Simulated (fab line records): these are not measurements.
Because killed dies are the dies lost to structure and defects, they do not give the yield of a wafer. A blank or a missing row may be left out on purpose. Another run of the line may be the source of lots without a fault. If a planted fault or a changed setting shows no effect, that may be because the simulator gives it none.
Code-filled problem report in 8D (eight disciplines) form :: flow sky130 :: the parts of the form that need people (team, actions taken, sign-off) are left out

== 1. WHAT WENT WRONG ==
At SKY_VIA1_ETCH_15, oes product au averages 0.873 a.u. over 2 wafers from 2 lots, while fault-free wafers read 0.981 a.u., standard deviation 0.005. Measured from the usual mean, that is -22 standard deviations.
The step: etches SiO2 in C4F8/O2/Ar, stops on TiN, target depth 351 nm, time 54 s.
Seen first at day 39 04:53 on rie diel-04, wafer L988.2. Wafers with a number at this step in the record: 42, from 14 lots. Rule for "out" (also "out of limits"): further than 4 standard deviations from the usual mean. Any other wafer with a number is counted as sound.

== 2. WHAT IT IS, WHAT IT ISN'T ==
question: which readings at this step
is: oes product au
is not: chamber pressure mTorr

question: which lots
is: L988, L990
is not: L972, L974, L975, L976, L977, L978, L979, L980, L982, L993, L994, L995

question: which wafers of those lots
is: L988.2, L990.5
is not: L988.4, L988.6, L990.1, L990.4

question: read on which tools
is: rie diel-04
is not: rie diel-01, rie diel-02

question: when
is: from day 39 04:53
is not: up to then (29 sound wafers); but 11 sound wafers of L990, L993, L994, L995 came after

== 3. SUSPECTS, AND WHAT RULES EACH OUT ==
Counting: a tool at a process step up to the reading stays a suspect if it ran every lot that is out. Sound lots after the first of them don't rule it out here, since some wafers of a struck lot are sound.
- plasma asher-02 at SKY_CONTACT_STRIP_19 (strips in O2/N2): kept. Ran every lot that is out, first one L988 (day 36 22:00); last sound lot up to then L977 (day 34 01:54).
- rie diel-04 at SKY_VIA1_ETCH_15 (etches SiO2 in C4F8/O2/Ar, stops on TiN, target depth 351 nm, time 54 s): kept. Ran every lot that is out, first one L988 (day 39 04:53); last sound lot up to then L982 (day 37 03:56). Its own readings are out on those wafers: oes product au.
- In rie diel-04 at SKY_VIA1_ETCH_15, the wafers that are out were processed in chamber 1 and their sound lot-mates in chambers 2, 3.
What counting leaves: plasma asher-02 at SKY_CONTACT_STRIP_19 and rie diel-04 at SKY_VIA1_ETCH_15.

== 4. THE CAUSE (what the simulator had put in) ==
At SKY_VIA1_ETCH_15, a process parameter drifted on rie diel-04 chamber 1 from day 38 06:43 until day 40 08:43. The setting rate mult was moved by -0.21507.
Of the 2 suspects that counting leaves, this tool is one.

== 5. THE CHAIN OF EFFECTS, in route order ==
One row per reading whose mean, taken over the struck wafers that have a number, lies over 3 standard deviations from the usual. Scope: only readings with a usual standard deviation given in the record; hours: median across lots of the time from each lot's start at the first step in this table that gives one to its start at this step; sigmas: change in usual standard deviations.
hours: 0
step: SKY_VIA1_ETCH_15
reading: oes product au
usual: 0.981 a.u.
on struck wafers: 0.873
change: -0.108
sigmas: -22

hours: 0
step: SKY_VIA1_STRIP_16
reading: strip time to endpoint s
usual: 4.456 s
on struck wafers: 4.598
change: +0.142
sigmas: +7.5
It contains these process steps:
- SKY_VIA1_ETCH_15: etches SiO2 in C4F8/O2/Ar, stops on TiN, target depth 351 nm, time 54 s.
- SKY_VIA1_STRIP_16: strips in O2/N2.

== 6. WHAT WOULD HAVE CAUGHT IT SOONER ==
22 hours passed between the start of the fault at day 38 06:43 and the first reading out of limits in this record, taken at day 39 04:53.
